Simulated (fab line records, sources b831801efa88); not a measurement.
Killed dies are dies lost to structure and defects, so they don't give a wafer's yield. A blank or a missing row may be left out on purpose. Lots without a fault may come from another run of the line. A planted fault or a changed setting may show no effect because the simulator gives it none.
fab line records | flow sky130
record lots=7 wafers=21 last_day=50
route steps=708 shown METAL4@627 VIA4@639
lots that met no fault: from a run of the same line without faults
start_h: hours from the record's first day to the start of the lot's first wafer shown | wait_h: hours since the lot's step before | " the same as in the row above | L1.1+2: a row that stands for several wafers | - no value, or no start given | * or withheld: withheld | < > ~ a bound
route shown NAME@n: a module of which the file shows steps, and the number in the route of the first | usual: mean/standard deviation of fault-free wafers | same: alike in all rows | chamber/n: place in a boat | sites: the reading at each site | _std_site: their standard deviation | _edge_site: outer sites' mean less inner sites' | radius_mm: how far each site lies from the wafer's centre | mask NAME#n: copy n | behind: the tool/chamber that last shaped the wafer | hold: why the lot was held/for how many hours/how that ended | device: the transistor (n, p or np) that didn't switch | end of line: the same wafers' tests at the end of the route | a step without rows: its recipe alone | killed: dies lost to structure and defects at the first sort, not the wafer's yield | map: a wafer's dies, x killed, . not, _ none there
set.NAME: the setting as run; set.NAME@STEP: as run at that earlier step | model.NAME: the simulator's own value behind a step, which no gauge read
lots at some steps of the route; a table a step, a row a wafer
services: from which hour (start_h, from the record's first day; less than 0 if before it) a tool's chamber was out of use, for how many hours, and why
## steps
# step SKY_METAL4_PEB_11
# recipe peb_temp_c=withheld peb_time_s=withheld resist=KrF-thick
# step SKY_METAL4_DEVELOP_12
# recipe develop_time_s=60 resist=KrF-thick dev_temp_c=21
# step SKY_METAL4_CD_MEAS_13
# recipe target_cd_nm=300
# usual cd_nm=300.2/1.5
# columns lot.wafer tool chamber start_h wait_h cd_nm
L737.1 cd_sem-01 - 996.42 - 296.7
L737.4 " - " " 296.7
L737.5 " - " " 298.1
L742.1 cd_sem-02 - 1033.27 - 299.0
L742.4 " - " " 299.6
L742.5 " - " " 299.8
L743.2 cd_sem-02 - 1038.29 - 299.4
L743.4 " - " " 299.8
L743.5 " - " " 300.5
L744.1 cd_sem-02 - 1040.57 - 302.8
L744.4 " - " " 301.3
L744.6 " - " " 300.9
L750.1 cd_sem-01 - 1080.36 - 299.2
L750.5 " - " " 300.4
L750.6 " - " " 299.8
L756.1 cd_sem-02 - 1115.42 - 300.9
L756.2 " - " " 302.5
L756.3 " - " " 300.7
L755.1 cd_sem-01 - 1135.22 - 298.5
L755.2 " - " " 297.4
L755.6 " - " " 298.4
# step SKY_METAL4_OVL_MEAS_14
# usual METAL4_OVL=-1/5.3
# columns lot.wafer tool chamber start_h wait_h METAL4_OVL[nm]
L737.1 overlay-02 - 996.54 0.1 2
L737.4 " - " " 6
L737.5 " - " " 2
L742.1 overlay-01 - 1033.39 0.1 0
L742.4 " - " " -2
L742.5 " - " " -8
L743.2 overlay-01 - 1038.40 0.1 -6
L743.4 " - " " -3
L743.5 " - " " -5
L744.1 overlay-02 - 1040.69 0.1 4
L744.4 " - " " 1
L744.6 " - " " -1
L750.1 overlay-02 - 1080.48 0.1 -7
L750.5 " - " " -7
L750.6 " - " " -3
L756.1 overlay-01 - 1115.54 0.1 1
L756.2 " - " " 4
L756.3 " - " " 9
L755.1 overlay-01 - 1135.34 0.1 0
L755.2 " - " " -9
L755.6 " - " " -6
# step SKY_METAL4_DESCUM_15
# recipe chemistry=O2 source_power_w=150 bias_power_w=0 pressure_mtorr=10 temp_c=40 time_s=8
# usual drypump_motor_current_A=5.8/0.47 oes_product_au=1.005/0.0077
# columns lot.wafer tool chamber start_h wait_h drypump_motor_current_A oes_product_au rf_hours_counter_h
L737.1 rie_metal-01 0 996.58 0.0 6.3 0.996 1
L737.4 " 1 " " 5.3 1.008 -
L737.5 " 0 " " 6.4 0.999 -
L742.1 rie_metal-04 0 1033.43 0.0 6.1 1.016 5
L742.4 " 1 " " 5.3 1.016 -
L742.5 " 1 " " 5.3 1.014 -
L743.2 rie_metal-01 0 1038.43 0.0 6.4 0.997 3
L743.4 " 1 " " 5.3 1.001 -
L743.5 " 0 " " 6.4 1.004 -
L744.1 rie_metal-01 1 1040.72 0.0 5.3 1.016 7
L744.4 " 0 " " 6.3 1.006 -
L744.6 " 0 " " 6.4 0.999 -
L750.1 rie_metal-01 1 1080.51 0.0 5.3 1.004 10
L750.5 " 1 " " 5.3 0.995 -
L750.6 " 0 " " 6.4 1.005 -
L756.1 rie_metal-01 0 1115.58 0.0 6.4 0.999 8
L756.2 " 1 " " 5.3 0.996 12
L756.3 " 0 " " 6.4 0.997 -
L755.1 rie_metal-04 1 1135.38 0.0 5.3 1.009 8
L755.2 " 0 " " 6.1 1.020 13
L755.6 " 1 " " 5.3 1.013 -
# step SKY_METAL4_ETCH_16
# recipe chemistry=N2/H2 target=BARC ion_energy_ev=200 bias_w=100 pressure_mtorr=30 n2_flow_sccm=100 h2_flow_sccm=200 icp_w=500 stop_on=SiO2 time_s=88.2 target_depth_a=600
# step SKY_METAL4_ETCH_17
# recipe target=SiO2 stop_on=TiN chemistry=C4F8/O2/Ar source_w=1500 bias_w=1200 pressure_mtorr=40 c4f8_flow_sccm=withheld O2_flow_sccm=6 Ar_flow_sccm=300 time_s=3.9 target_depth_a=150
# usual oes_product_au=0.753/0.0068
# columns lot.wafer tool chamber start_h wait_h oes_product_au rf_hours_counter_h
L737.1 rie_diel-01 1 996.75 0.1 0.753 16
L737.4 " 0 " " 0.751 19
L737.5 " 2 " " 0.754 -
L742.1 rie_diel-04 1 1033.56 0.1 0.741 14
L742.4 " 3 " " 0.761 -
L742.5 " 0 " " 0.753 -
L743.2 rie_diel-01 0 1038.56 0.1 0.751 20
L743.4 " 1 " " 0.758 18
L743.5 " 0 " " 0.754 -
L744.1 rie_diel-04 3 1040.86 0.1 0.758 14
L744.4 " 1 " " 0.757 -
L744.6 " 3 " " 0.754 -
L750.1 rie_diel-03 0 1080.64 0.1 0.749 22
L750.5 " 3 " " 0.752 -
L750.6 " 2 " " 0.750 -
L756.1 rie_diel-03 3 1115.71 0.1 0.752 20
L756.2 " 0 " " 0.752 23
L756.3 " 2 " " 0.753 4
L755.1 rie_diel-03 1 1135.51 0.1 0.747 20
L755.2 " 2 " " 0.753 5
L755.6 " 0 " " 0.751 -
# step SKY_METAL4_METAL_ETCH_18
# recipe target_depth_a=8450 stop_on=SiO2 over_etch_frac=0.3 time_s=183.1 chemistry=Cl2/BCl3 resist_sidewall_deg=88 pressure_mtorr=10 icp_w=900 bias_w=48.5 Cl2_flow_sccm=60 bcl3_flow_sccm=30
# usual drypump_motor_current_A=5.9/0.37 oes_product_au=0.867/0.0059 throttle_valve_pct=22.264/0.009
# columns lot.wafer tool chamber start_h wait_h drypump_motor_current_A oes_product_au rf_hours_counter_h throttle_valve_pct
L737.1 rie_metal-04 0 996.77 0.0 6.1 0.867 1 22.257
L737.4 " 0 " " 6.1 0.868 - 22.256
L737.5 " 0 " " 6.1 0.869 - 22.262
L742.1 rie_metal-02 0 1033.58 0.0 5.7 0.864 14 22.270
L742.4 " 1 " " 6.2 0.864 - 22.262
L742.5 " 0 " " 5.8 0.869 - 22.260
L743.2 rie_metal-04 0 1038.58 0.0 6.1 0.870 5 22.250
L743.4 " 0 " " 6.1 0.870 - 22.268
L743.5 " 0 " " 6.1 0.872 - 22.276
L744.1 rie_metal-02 1 1040.88 0.0 6.2 0.865 18 22.263
L744.4 " 0 " " 5.8 0.870 - 22.259
L744.6 " 1 " " 6.2 0.872 - 22.261
L750.1 rie_metal-04 0 1080.66 0.0 6.1 0.868 8 22.264
L750.5 " 0 " " 6.1 0.872 - 22.263
L750.6 " 0 " " 6.1 0.881 - 22.253
L756.1 rie_metal-04 1 1115.73 0.0 5.3 0.860 7 22.264
L756.2 " 0 " " 6.2 0.873 11 22.268
L756.3 " 0 " " 6.1 0.862 - 22.263
L755.1 rie_metal-01 0 1135.52 0.0 6.4 0.862 10 22.268
L755.2 " 1 " " 5.3 0.873 14 22.267
L755.6 " 0 " " 6.3 0.870 - 22.259
# step SKY_METAL4_STRIP_19
# recipe chemistry=O2/N2 power_w=1400 pressure_mtorr=1500 platen_temp_c=withheld o2_flow_sccm=3000 n2_flow_sccm=300 overash_fraction=0.5
# step SKY_METAL4_STRIP_20
# recipe chemistry=post_etch_residue_remover time_s=1200 temp_c=72.5
# step SKY_METAL4_CLEAN_21
# recipe chemistry=IPA time_s=180 temp_c=25
# step SKY_METAL4_CLEAN_22
# recipe chemistry=O3/DIW dry=n2_spin
# step SKY_VIA4_HDPCVD_00
# recipe material=SiO2 target_thk_nm=1750 sigma_open_frac=0.3 time_s=291.7 temp_c=400 sih4_flow_sccm=60 pressure_mtorr=6
# usual pressure_mtorr=5.999/0.011 run_length_s=319.5/0.57
# columns lot.wafer tool chamber start_h wait_h pressure_mtorr run_length_s
L737.1 hdpcvd-02 0 997.72 0.0 6.011 318.9
L737.4 " 2 " " 6.003 320.6
L737.5 " 0 " " 5.992 319.0
L742.1 hdpcvd-02 2 1034.35 0.0 - -
L742.4 " 0 " " - -
L742.5 " 1 " " - -
L743.2 hdpcvd-02 0 1039.35 0.0 - -
L743.4 " 1 " " - -
L743.5 " 2 " " - -
L744.1 hdpcvd-01 1 1041.65 0.0 - -
L744.4 " 1 " " - -
L744.6 " 0 " " - -
L750.1 hdpcvd-02 2 1081.61 0.0 6.017 320.4
L750.5 " 2 " " 6.014 320.7
L750.6 " 1 " " 5.983 319.4
L756.1 hdpcvd-01 2 1116.50 0.0 5.995 318.9
L756.2 " 0 " " 6.001 319.9
L756.3 " 1 " " 5.977 318.9
L755.1 hdpcvd-01 0 1136.29 0.0 5.995 319.2
L755.2 " 1 " " 5.992 319.4
L755.6 " 1 " " 5.996 318.8
# step SKY_VIA4_CMP_02
# recipe material=SiO2 down_force_psi=4 platen_rpm=60 pad_velocity_m_s=0.94248
# usual motor_current_A=11.5/1.3 slurry_flow_ml_min=149.9/0.43
# columns lot.wafer tool chamber start_h wait_h motor_current_A slurry_flow_ml_min
L737.4 cmp-02 0 998.01 0.1 12.2 149.5
L737.1 " 2 " " 11.5 149.9
L737.5 " 3 " " 13.5 150.2
L742.4 cmp-01 1 1034.64 0.1 11.8 150.3
L742.1 " 3 " " 11.4 149.7
L742.5 " 1 " " 11.8 150.1
L743.4 cmp-01 1 1039.64 0.1 11.1 149.8
L743.2 " 3 " " 10.8 149.5
L743.5 " 0 " " 9.7 149.3
L744.4 cmp-01 3 1041.99 0.1 10.7 150.1
L744.1 " 0 " " 9.5 150.3
L744.6 " 1 " " 11.4 150.0
L750.1 cmp-02 0 1081.90 0.1 13.4 149.7
L750.6 " 3 " " 12.5 149.6
L750.5 " 0 " " 12.3 150.1
L756.3 cmp-02 2 1116.74 0.0 12.2 149.8
L756.1 " 0 " " 12.5 149.7
L756.2 " 1 " " 9.7 150.4
L755.1 cmp-01 0 1136.58 0.1 9.5 149.8
L755.2 " 2 " " 12.6 150.3
L755.6 " 3 " " 10.8 150.0
# step SKY_VIA4_BOW_MEAS_03
# recipe mode=bow
# usual VIA4_BOW=82/7.5
# columns lot.wafer tool chamber start_h wait_h VIA4_BOW[um]
L737.1 film_metro-03 - 998.26 0.1 87
L737.4 " - " " 96
L737.5 " - " " 92
L742.1 film_metro-02 - 1034.89 0.1 104
L742.4 " - " " 98
L742.5 " - " " 94
L743.2 film_metro-02 - 1039.91 0.1 90
L743.4 " - " " 88
L743.5 " - " " 99
L744.1 film_metro-04 - 1042.19 0.1 99
L744.4 " - " " 97
L744.6 " - " " 94
L750.1 film_metro-03 - 1082.15 0.2 75
L750.5 " - " " 87
L750.6 " - " " 68
L756.1 film_metro-02 - 1117.04 0.1 81
L756.2 " - " " 78
L756.3 " - " " 60
L755.1 film_metro-04 - 1136.83 0.2 78
L755.2 " - " " 95
L755.6 " - " " 80
# step SKY_VIA4_DEHYDRATE_04
# recipe temp_c=200 time_s=60
# step SKY_VIA4_HMDS_05
# recipe prime_time_s=60 prime_temp_c=120
# step SKY_VIA4_COAT_06
# recipe resist=NOVOLAK spin_rpm=3000 resist_thk_nm=1140
# step SKY_VIA4_SOFTBAKE_07
# recipe temp_c=90 time_s=60 resist=NOVOLAK
# step SKY_VIA4_EXPOSE_08
# recipe mask_id=VIM4 na=0.6 source_shape=conventional sigma_outer=0.6 polarization=unpolarized target_cd_nm=800 dose_mj=132
# step SKY_VIA4_PEB_09
# recipe temp_c=withheld time_s=* resist=NOVOLAK
# step SKY_VIA4_DEVELOP_10
# recipe resist=NOVOLAK developer=TMAH develop_time_s=60 dev_temp_c=23
# step SKY_VIA4_OVL_MEAS_11
# usual VIA4_OVL=0.2/1.4
# columns lot.wafer tool chamber start_h wait_h VIA4_OVL[nm]
L737.1 overlay-01 - 1022.17 0.1 0.8
L737.4 " - " " -0.3
L737.5 " - " " 0.0
L742.1 overlay-01 - 1057.27 0.1 0.6
L742.4 " - " " -1.0
L742.5 " - " " -1.3
L743.2 overlay-01 - 1062.09 0.1 -0.4
L743.4 " - " " -0.3
L743.5 " - " " 0.2
L744.1 overlay-01 - 1064.32 0.1 0.1
L744.4 " - " " 1.7
L744.6 " - " " 1.3
L750.1 overlay-02 - 1103.07 0.1 -0.9
L750.5 " - " " -0.2
L750.6 " - " " -1.8
L756.1 overlay-01 - 1137.47 0.1 1.2
L756.2 " - " " 2.4
L756.3 " - " " 1.2
L755.1 overlay-01 - 1155.78 0.1 1.9
L755.2 " - " " 0.5
L755.6 " - " " 0.2
# step SKY_VIA4_ETCH_12
# recipe target=SiO2 chemistry=C4F8/O2/Ar stop_on=TiN mask_material=NOVOLAK source_w=1500 bias_w=1200 pressure_mtorr=40 c4f8_flow_sccm=withheld O2_flow_sccm=6 Ar_flow_sccm=300 time_s=withheld target_depth_a=5800
# usual oes_product_au=0.926/0.0047
# columns lot.wafer tool chamber start_h wait_h oes_product_au model.etch.depth_nm
L737.1 rie_diel-01 3 1022.20 0.0 0.932 581.7
L737.4 " 0 " " 0.922 581.9
L737.5 " 3 " " 0.932 581.4
L742.1 rie_diel-02 3 1057.31 0.0 0.372 0
L742.4 " 2 " " 0.370 0
L742.5 " 1 " " 0.377 0
L743.2 rie_diel-02 3 1062.12 0.0 0.382 0
L743.4 " 0 " " 0.371 0
L743.5 " 1 " " 0.379 0
L744.1 rie_diel-01 0 1064.36 0.0 0.375 0
L744.4 " 0 " " 0.374 0
L744.6 " 1 " " 0.369 0
L750.1 rie_diel-01 2 1103.11 0.0 0.930 581.1
L750.5 " 0 " " 0.933 579.9
L750.6 " 1 " " 0.932 580.7
L756.1 rie_diel-01 0 1137.51 0.0 0.922 579.5
L756.2 " 3 " " 0.935 579.6
L756.3 " 1 " " 0.923 580
L755.1 rie_diel-01 3 1155.82 0.0 0.923 578.8
L755.2 " 0 " " 0.919 577.7
L755.6 " 2 " " 0.927 579.6
# step SKY_VIA4_STRIP_13
# recipe chemistry=O2/N2 power_w=1400 pressure_mtorr=1500 platen_temp_c=withheld o2_flow_sccm=3000 n2_flow_sccm=300 overash_fraction=0.5
# usual drypump_motor_current_A=5.6/0.39 oes_product_au=0.709/0.0042 strip_time_to_endpoint_s=12.802/0.022
# columns lot.wafer tool chamber start_h wait_h drypump_motor_current_A oes_product_au rf_hours_counter_h strip_time_to_endpoint_s
L737.1 plasma_asher-02 1 1022.28 - 4.9 0.713 87 12.775
L737.4 " 0 " " 6.0 0.710 - 12.813
L737.5 " 1 " " 4.9 0.710 - 12.824
L742.1 plasma_asher-04 0 1057.38 - 5.6 0.709 32 12.795
L742.4 " 1 " " 5.3 0.703 - 12.828
L742.5 " 0 " " 5.6 0.713 - 12.780
L743.2 plasma_asher-04 0 1062.19 - 5.7 0.707 32 12.794
L743.4 " 1 " " 5.4 0.705 - 12.816
L743.5 " 0 " " 5.7 0.706 - 12.805
L744.1 plasma_asher-04 0 1064.43 - 5.6 0.704 33 12.799
L744.4 " 0 " " 5.6 0.710 - 12.761
L744.6 " 0 " " 5.7 0.706 - 12.821
L750.1 plasma_asher-04 0 1103.18 - 5.6 0.718 37 12.832
L750.5 " 1 " " 5.3 0.704 - 12.826
L750.6 " 0 " " 5.6 0.709 - 12.811
L756.1 plasma_asher-04 1 1137.58 - 5.3 0.712 40 12.787
L756.2 " 0 " " 5.6 0.707 40 12.828
L756.3 " 0 " " 5.6 0.713 - 12.836
L755.1 plasma_asher-02 1 1155.89 - 4.9 0.706 101 12.805
L755.2 " 0 " " 6.0 0.713 101 12.828
L755.6 " 0 " " 6.0 0.710 - 12.754
## services
# columns tool chamber start_h hours kind
rie_diel-01 3 975.08 7.2 repair
rie_diel-01 1 975.52 1.7 repair
cmp-02 - 985.68 0.9 repair
cmp-02 - 999.84 7.2 pm
rie_diel-01 3 1002.56 1.2 repair
cmp-02 - 1007.70 1.8 repair
plasma_asher-04 - 1013.64 10.1 pm
cmp-01 - 1020.43 2.0 repair
rie_diel-03 3 1023.23 22.6 repair
rie_diel-01 2 1023.47 9.4 repair
hdpcvd-01 - 1029.97 5.5 pm
hdpcvd-01 - 1036.92 4.6 repair
cmp-02 - 1042.62 9.0 repair
rie_diel-01 3 1063.40 6.3 repair
cmp-02 - 1065.89 10.0 pm
hdpcvd-01 - 1074.72 0.5 repair
rie_metal-04 1 1075.40 6.3 repair
cmp-02 - 1084.00 4.0 pm
hdpcvd-02 0 1109.87 7.7 repair
rie_diel-01 1 1113.69 14.0 repair
cmp-01 - 1142.91 10.2 repair
cmp-01 - 1143.47 1.7 repair
rie_diel-01 2 1145.00 3.0 repair
rie_diel-01 - 1147.10 0.9 repair
## key
first_sign step=SKY_VIA4_HDPCVD_00 reading=tool_record direction=missing
effect step=SKY_VIA4_BOW_MEAS_03 reading=VIA4_BOW direction=up sigmas=1.8 usual=82 struck=96 wafers_moved=3
effect step=SKY_VIA4_ETCH_12 reading=oes_product_au direction=down sigmas=99+ usual=0.926 struck=0.374
model_effect step=SKY_VIA4_ETCH_12 value=etch.depth_nm without=581.1 struck=0
met_at SKY_VIA4_HDPCVD_00
struck_wafers L742.1,L742.4,L742.5,L743.2,L743.4,L743.5,L744.1,L744.4,L744.6
later_rows_left_out L742.1,L742.4,L742.5,L743.2,L743.4,L743.5,L744.1,L744.4,L744.6
sort_left_out L742.1,L742.4,L742.5
onset_between 997.72 1034.35
fault kind=skipped_step_whole tool=hdpcvd-01,hdpcvd-02 chamber=- onset_h=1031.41 steps=SKY_VIA4_HDPCVD_00 scope=struck_lots_only
# sort_left_out: the simulated sort isn't trusted on such a fault, so these wafers' sort isn't shown, and their yield isn't known
# later_rows_left_out: the simulator's readings of these wafers behind a module that went badly wrong aren't trusted and aren't shown, but for the sort
